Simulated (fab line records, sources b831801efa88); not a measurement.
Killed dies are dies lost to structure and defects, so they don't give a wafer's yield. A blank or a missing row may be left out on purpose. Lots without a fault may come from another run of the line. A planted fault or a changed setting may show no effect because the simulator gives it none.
Which tool did it? | flow gf180mcu | 13 lots, 39 wafers sampled, at 5 steps of a route of 602

WHAT THE GAUGES READ, wafer by wafer
GF_STI_THK_MEAS_24. Usual: STI_CVD_23_THK 647 nm, standard deviation 6.1.
lot  | measured    | on            | STI_CVD_23_THK (nm) | flag
L646 | day 2 04:34 | film_metro-04 | 639 647 636         |
L648 | day 2 13:53 | film_metro-02 | 638 644 644         |
L649 | day 2 19:20 | film_metro-02 | 635 646 636         |
L650 | day 3 00:53 | film_metro-04 | 650 659 656         |
L653 | day 3 16:10 | film_metro-02 | 641 641 642         |
L654 | day 3 21:33 | film_metro-03 | 650 644 648         |
L655 | day 4 01:46 | film_metro-03 | 646 647 649         |
L656 | day 4 07:43 | film_metro-04 | 651 650 659         |
L658 | day 4 17:26 | film_metro-03 | 647 648 644         |
L665 | day 6 05:52 | film_metro-03 | 647 652 647         |
L666 | day 6 11:45 | film_metro-02 | 656 651 654         |
L668 | day 6 21:59 | film_metro-03 | 641 644 648         |
L669 | day 7 02:34 | film_metro-04 | 649 648 646         |

GF_LVPWELL_OVL_MEAS_07. Usual: LVPWELL_OVL 0.6 nm, standard deviation 1.3.
lot  | measured    | on         | LVPWELL_OVL (nm) | flag
L646 | day 3 22:08 | overlay-02 | 1.0 0.6 1.3      |
L648 | day 4 08:39 | overlay-02 | 0.6 1.8 -0.2     |
L649 | day 4 13:53 | overlay-02 | 1.3 2.1 1.2      |
L650 | day 4 20:49 | overlay-02 | 1.5 1.2 0.9      |
L653 | day 5 14:43 | overlay-02 | 0.9 1.2 1.3      |
L654 | day 5 19:56 | overlay-01 | -0.6 1.2 2.5     |
L655 | day 5 22:52 | overlay-02 | -0.2 1.6 0.2     |
L656 | day 6 05:40 | overlay-01 | -0.6 -0.4 -0.1   |
L658 | day 6 16:03 | overlay-02 | 0.8 -0.8 -0.6    |
L665 | day 8 07:49 | overlay-02 | 0.6 -1.5 0.8     |
L666 | day 8 13:17 | overlay-01 | -0.8 -1.0 0.1    |
L668 | day 9 01:24 | overlay-01 | 0.7 0.6 1.4      |
L669 | day 9 05:35 | overlay-02 | 0.4 1.2 -0.4     |

GF_HV_LDD_OVL_MEAS_08. Usual: HV_LDD_OVL 1.6 nm, standard deviation 1.4.
lot  | measured     | on         | HV_LDD_OVL (nm)   | flag
L646 | day 10 05:56 | overlay-02 | 1.0 1.4 2.2       |
L648 | day 10 15:01 | overlay-02 | 1.4 1.7 3.2       |
L649 | day 10 21:11 | overlay-01 | 2.6 0.6 1.3       |
L650 | day 11 04:12 | overlay-02 | 3.3 1.4 0.8       |
L653 | day 12 03:13 | overlay-02 | 0.3 -0.7 -0.6     |
L654 | day 12 11:14 | overlay-02 | 2.4 4.3 4.8       |
L655 | day 12 12:19 | overlay-02 | 3.5 2.5 0.6       |
L656 | day 12 23:59 | overlay-02 | 0.2 2.6 0.8       |
L658 | day 13 12:48 | overlay-02 | 3.1 1.7 2.2       |
L665 | day 15 21:11 | overlay-02 | 298.9 296.8 295.9 | OFF
L666 | day 16 04:32 | overlay-01 | 294.3 294.7 296.4 | OFF
L668 | day 16 22:56 | overlay-02 | -0.1 0.9 2.1      |
L669 | day 17 01:03 | overlay-01 | 1.2 0.7 1.4       |

WHICH TOOL RAN EACH LOT (tool, then ch and the chambers of the sampled wafers, then the start)
lot  | GF_STI_ETCH_14                  | GF_HV_LDD_EXPOSE_04
L646 | rie_si-01 ch 0,1, day 2 02:44   | iline_stepper-02 ch 0, day 9 21:36
L648 | rie_si-02 ch 0,1,2, day 2 12:04 | iline_stepper-01 ch 0, day 10 05:22
L649 | rie_si-02 ch 0,1,2, day 2 17:32 | iline_stepper-01 ch 0, day 10 12:10
L650 | rie_si-02 ch 1,2,3, day 2 23:05 | iline_stepper-02 ch 0, day 10 20:53
L653 | rie_si-01 ch 1,3, day 3 14:22   | iline_stepper-01 ch 0, day 11 18:55
L654 | rie_si-01 ch 1,2,3, day 3 18:53 | iline_stepper-02 ch 0, day 12 01:25
L655 | rie_si-02 ch 1,2, day 3 23:56   | iline_stepper-02 ch 0, day 12 02:50
L656 | rie_si-02 ch 1,2,3, day 4 05:55 | iline_stepper-01 ch 0, day 12 14:33
L658 | rie_si-02 ch 1,2,3, day 4 15:38 | iline_stepper-02 ch 0, day 13 01:50
L665 | rie_si-01 ch 0,2, day 6 03:31   | iline_stepper-02 ch 0, day 15 10:48
L666 | rie_si-01 ch 0,1, day 6 09:56   | iline_stepper-02 ch 0, day 15 18:06
L668 | rie_si-02 ch 0,1,3, day 6 20:11 | iline_stepper-01 ch 0, day 16 12:04
L669 | rie_si-02 ch 0,2, day 7 00:11   | iline_stepper-01 ch 0, day 16 13:31
- GF_STI_ETCH_14: etches Si in HBr/Cl2/O2, target depth 360 nm, time 102.9 s.
- GF_HV_LDD_EXPOSE_04: exposes mask Nplus LV AREA, target cd 400 nm.

WHAT THE TOOLS THEMSELVES READ (means of the sampled wafers that have a number; where no wafer has one, the mark that the record gives instead)
GF_STI_ETCH_14. Usual: chamber_pressure_mTorr 15.000 mTorr, standard deviation 0.016; drypump_motor_current_A 5.7 A, standard deviation 0.62; oes_product_au 1.008 a.u., standard deviation 0.0086; throttle_valve_pct 25.650 %, standard deviation 0.011.
lot  | tool      | chamber_pressure_mTorr (mTorr) | drypump_motor_current_A (A) | oes_product_au (a.u.) | throttle_valve_pct (%) | flag
L646 | rie_si-01 | 14.992                         | 6.4                         | 1.002                 | 25.652                 |
L648 | rie_si-02 | 15.003                         | 5.5                         | 1.004                 | 25.656                 |
L649 | rie_si-02 | 14.986                         | 5.5                         | 1.006                 | 25.654                 |
L650 | rie_si-02 | 15.003                         | 5.3                         | 1.002                 | 25.651                 |
L653 | rie_si-01 | 14.992                         | 5.9                         | 1.015                 | 25.647                 |
L654 | rie_si-01 | 14.992                         | 5.9                         | 1.008                 | 25.660                 |
L655 | rie_si-02 | 15.015                         | 5.4                         | 1.003                 | 25.645                 |
L656 | rie_si-02 | 15.002                         | 5.3                         | 1.006                 | 25.657                 |
L658 | rie_si-02 | 14.998                         | 5.3                         | 1.002                 | 25.650                 |
L665 | rie_si-01 | 14.993                         | 6.3                         | 1.007                 | 25.653                 |
L666 | rie_si-01 | 14.983                         | 6.0                         | 1.008                 | 25.650                 |
L668 | rie_si-02 | 14.998                         | 5.1                         | 1.005                 | 25.653                 |
L669 | rie_si-02 | 14.987                         | 5.7                         | 1.015                 | 25.645                 |

GF_HV_LDD_EXPOSE_04. Usual: focus_offset_nm 0.0 nm, standard deviation 0.55.
lot  | tool             | focus_offset_nm (nm) | flag
L646 | iline_stepper-02 | -0.6                 |
L648 | iline_stepper-01 | -0.1                 |
L649 | iline_stepper-01 | -0.1                 |
L650 | iline_stepper-02 | -0.3                 |
L653 | iline_stepper-01 | -0.1                 |
L654 | iline_stepper-02 | 0.8                  |
L655 | iline_stepper-02 | -0.2                 |
L656 | iline_stepper-01 | 0.1                  |
L658 | iline_stepper-02 | 0.1                  |
L665 | iline_stepper-02 | -0.2                 |
L666 | iline_stepper-02 | -0.3                 |
L668 | iline_stepper-01 | 0.2                  |
L669 | iline_stepper-01 | -0.1                 |

THE ANSWER, worked out from the rows above alone
Rule: a lot is off if the mean of its wafers that have a number lies more than 3 standard deviations from the usual mean. A lot without any number at a reading at which 4 lots or more have one is off too. The other lots that the step has rows for count as sound. The gauges are gone through in route order, then the tools' own readings, and for those a lot's mean is taken as printed above. The first step at which some lot is off is used, and at that step the reading that is off furthest; a lot without a number counts as furthest.
Off: L665, L666, at GF_HV_LDD_OVL_MEAS_08 (HV_LDD_OVL).
A tool fits if, at a process step before that reading, it ran every lot that is off, and no sound lot after the first of them. The gauges at GF_HV_LDD_OVL_MEAS_08 are tried like those tools. Can't be told from this: 2 tools fit, rie_si-01 at GF_STI_ETCH_14, iline_stepper-02 at GF_HV_LDD_EXPOSE_04.

WHAT THE SIMULATOR HAD PUT IN
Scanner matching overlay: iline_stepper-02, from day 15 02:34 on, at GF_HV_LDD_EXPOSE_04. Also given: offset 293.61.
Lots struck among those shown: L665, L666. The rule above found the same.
